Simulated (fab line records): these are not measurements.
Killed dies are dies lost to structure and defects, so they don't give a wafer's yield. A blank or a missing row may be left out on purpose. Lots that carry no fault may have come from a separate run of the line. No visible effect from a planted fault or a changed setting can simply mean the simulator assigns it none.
The tool behind it: which one? / flow gf180mcu / 13 lots with 39 wafers sampled at 2 steps, on a route of 602 steps

## WHAT THE GAUGES SHOWED, per wafer
GF_HV_LDD_TW_MEAS_50. Usual: HV_LDD_4_TW typically reads 573, with standard deviation 5.1.
lot=L496; measured=day 13 04:41; on=film-metro-03; HV_LDD_4_TW=577 576 575; flag=
lot=L497; measured=day 13 07:58; on=film-metro-04; HV_LDD_4_TW=576 572 571; flag=
lot=L498; measured=day 13 12:29; on=film-metro-02; HV_LDD_4_TW=572 572 571; flag=
lot=L499; measured=day 13 20:11; on=film-metro-02; HV_LDD_4_TW=569 571 570; flag=
lot=L500; measured=day 14 03:05; on=film-metro-02; HV_LDD_4_TW=569 569 571; flag=
lot=L505; measured=day 15 15:29; on=film-metro-03; HV_LDD_4_TW=617 613 611 611 612 613; flag=OFF
lot=L507; measured=day 16 08:39; on=film-metro-02; HV_LDD_4_TW=602 600 604 604 604 604; flag=OFF
lot=L511; measured=day 17 19:01; on=film-metro-03; HV_LDD_4_TW=575 576 580; flag=
lot=L512; measured=day 18 03:23; on=film-metro-04; HV_LDD_4_TW=568 567 567; flag=
lot=L513; measured=day 18 12:14; on=film-metro-02; HV_LDD_4_TW=574 571 574; flag=
lot=L514; measured=day 18 18:16; on=film-metro-04; HV_LDD_4_TW=570 570 570; flag=
lot=L516; measured=day 19 11:12; on=film-metro-04; HV_LDD_4_TW=569 568 568; flag=
lot=L518; measured=day 19 22:01; on=film-metro-03; HV_LDD_4_TW=580 581 580; flag=

## WHICH TOOL RAN EACH LOT (tool, then ch and the chambers of the sampled wafers, then the start)
lot=L496; GF_HV_LDD_IMPLANT_48=implanter-02 ch 0, day 13 04:27
lot=L497; GF_HV_LDD_IMPLANT_48=implanter-04 ch 0, day 13 07:43
lot=L498; GF_HV_LDD_IMPLANT_48=implanter-02 ch 0, day 13 12:15
lot=L499; GF_HV_LDD_IMPLANT_48=implanter-01 ch 0, day 13 19:56
lot=L500; GF_HV_LDD_IMPLANT_48=implanter-04 ch 0, day 14 02:52
lot=L505; GF_HV_LDD_IMPLANT_48=implanter-04 ch 0, day 15 15:14
lot=L507; GF_HV_LDD_IMPLANT_48=implanter-04 ch 0, day 16 08:24
lot=L511; GF_HV_LDD_IMPLANT_48=implanter-01 ch 0, day 17 18:46
lot=L512; GF_HV_LDD_IMPLANT_48=implanter-01 ch 0, day 18 03:08
lot=L513; GF_HV_LDD_IMPLANT_48=implanter-02 ch 0, day 18 11:59
lot=L514; GF_HV_LDD_IMPLANT_48=implanter-04 ch 0, day 18 18:01
lot=L516; GF_HV_LDD_IMPLANT_48=implanter-04 ch 0, day 19 10:59
lot=L518; GF_HV_LDD_IMPLANT_48=implanter-04 ch 0, day 19 21:47
- GF_HV_LDD_IMPLANT_48

## WHAT THE TOOLS THEMSELVES READ (means of the sampled wafers that have a number; where no wafer has one, the mark that the record gives instead)
GF_HV_LDD_IMPLANT_48. Usual: 25.001 for beam-energy-keV, sd 0.0083.
lot=L496 tool=implanter-02 beam-energy-keV=25.000 flag=
lot=L497 tool=implanter-04 beam-energy-keV=25.011 flag=
lot=L498 tool=implanter-02 beam-energy-keV=24.999 flag=
lot=L499 tool=implanter-01 beam-energy-keV=24.996 flag=
lot=L500 tool=implanter-04 beam-energy-keV=24.997 flag=
lot=L505 tool=implanter-04 beam-energy-keV=33.708 flag=OFF
lot=L507 tool=implanter-04 beam-energy-keV=33.722 flag=OFF
lot=L511 tool=implanter-01 beam-energy-keV=25.004 flag=
lot=L512 tool=implanter-01 beam-energy-keV=24.999 flag=
lot=L513 tool=implanter-02 beam-energy-keV=25.009 flag=
lot=L514 tool=implanter-04 beam-energy-keV=24.995 flag=
lot=L516 tool=implanter-04 beam-energy-keV=24.990 flag=
lot=L518 tool=implanter-04 beam-energy-keV=24.993 flag=

## THE ANSWER, worked out from the rows above alone
Rule: a lot counts as off when the mean over its wafers that have a number is more than 3 standard deviations away from the usual mean. Also off: a lot with no number at a reading for which 4 or more lots have one. Where the step has rows for the other lots, those lots are counted as sound. After the gauges, taken in route order, come the tools' own readings; for these a lot's mean is taken, as printed above. At the first step where some lot is off, the reading lying furthest off is the one used; lots without a number count as furthest.
Off: L505, L507, at GF_HV_LDD_TW_MEAS_50 (HV_LDD_4_TW).
A tool fits if, at a process step before that reading, it ran every lot that is off, and no sound lot after the first of them. Not tried: the gauges at GF_HV_LDD_TW_MEAS_50; whatever is off there is also off at GF_HV_LDD_IMPLANT_48, on other tools, and gauge error can't account for it. Not one of the candidates tried fits.

## WHAT THE SIMULATOR HAD INSERTED
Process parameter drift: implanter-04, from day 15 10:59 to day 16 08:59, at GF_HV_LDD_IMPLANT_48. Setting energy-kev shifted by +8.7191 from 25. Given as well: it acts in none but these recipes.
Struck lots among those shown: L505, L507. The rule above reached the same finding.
